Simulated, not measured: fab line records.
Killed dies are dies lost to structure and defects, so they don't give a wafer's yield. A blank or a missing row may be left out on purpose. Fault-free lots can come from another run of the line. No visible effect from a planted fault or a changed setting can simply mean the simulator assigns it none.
Matching of chambers    flow sky130    rie_diel-01 running SKY_LI_CONTACT_ETCH_15: 4 sister chambers
The step etches PSG in C4F8/O2/Ar, stops on Si, target depth 600 nm. 14 wafers are shown with their chamber, then 7 later ones without.

## WAFERS, EACH WITH ITS CHAMBER
wafer   chamber  oes_product_au (a.u.)
L074.1  3        0.835
L074.3  0        0.834
L074.6  3        0.840
L075.1  1        0.834
L075.3  2        0.843
L075.6  2        0.830
L082.1  1        0.826
L082.2  2        0.836
L082.3  0        0.836
L087.1  0        0.835
L087.3  2        0.837
L087.6  0        0.832
L089.3  1        0.840
L089.4  3        0.836

SIGNATURES, as means of the wafers listed above
reading         chamber 0  chamber 1  chamber 2  chamber 3  scatter within a chamber
oes_product_au  0.83425    0.83333    0.83650    0.83700    0.00454
Rule: distance of a wafer from a chamber = root of the sum over the readings of ((wafer's reading minus chamber's mean) / reading's scatter) squared. The wafer belongs to the nearest chamber; if the next one is less than 2 further off, it can't be placed. The scatter is the square root of a quotient: the sum, over the shown wafers, of each reading's squared deviation from its chamber's mean, divided by wafers minus chambers.

## WAFERS WITHOUT THEIR CHAMBER
wafer   oes_product_au (a.u.)
L089.5  0.832
L092.2  0.829
L092.3  0.842
L092.4  0.840
L095.2  0.834
L095.4  0.842
L095.5  0.837

## CHAMBER TAKEN BY EACH
wafer   from the rows above                in truth
L089.5  can't be placed: 1 or 0 or 2 or 3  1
L092.2  can't be placed: 1 or 0 or 2 or 3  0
L092.3  can't be placed: 3 or 2 or 0 or 1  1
L092.4  can't be placed: 3 or 2 or 0 or 1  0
L095.2  can't be placed: 0 or 1 or 2 or 3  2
L095.4  can't be placed: 3 or 2 or 0 or 1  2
L095.5  can't be placed: 3 or 2 or 0 or 1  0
0 of 7 placed correctly. Cannot be placed on the basis of these rows: 7; the candidates contain the true chamber in 7. 0 placed wrongly.
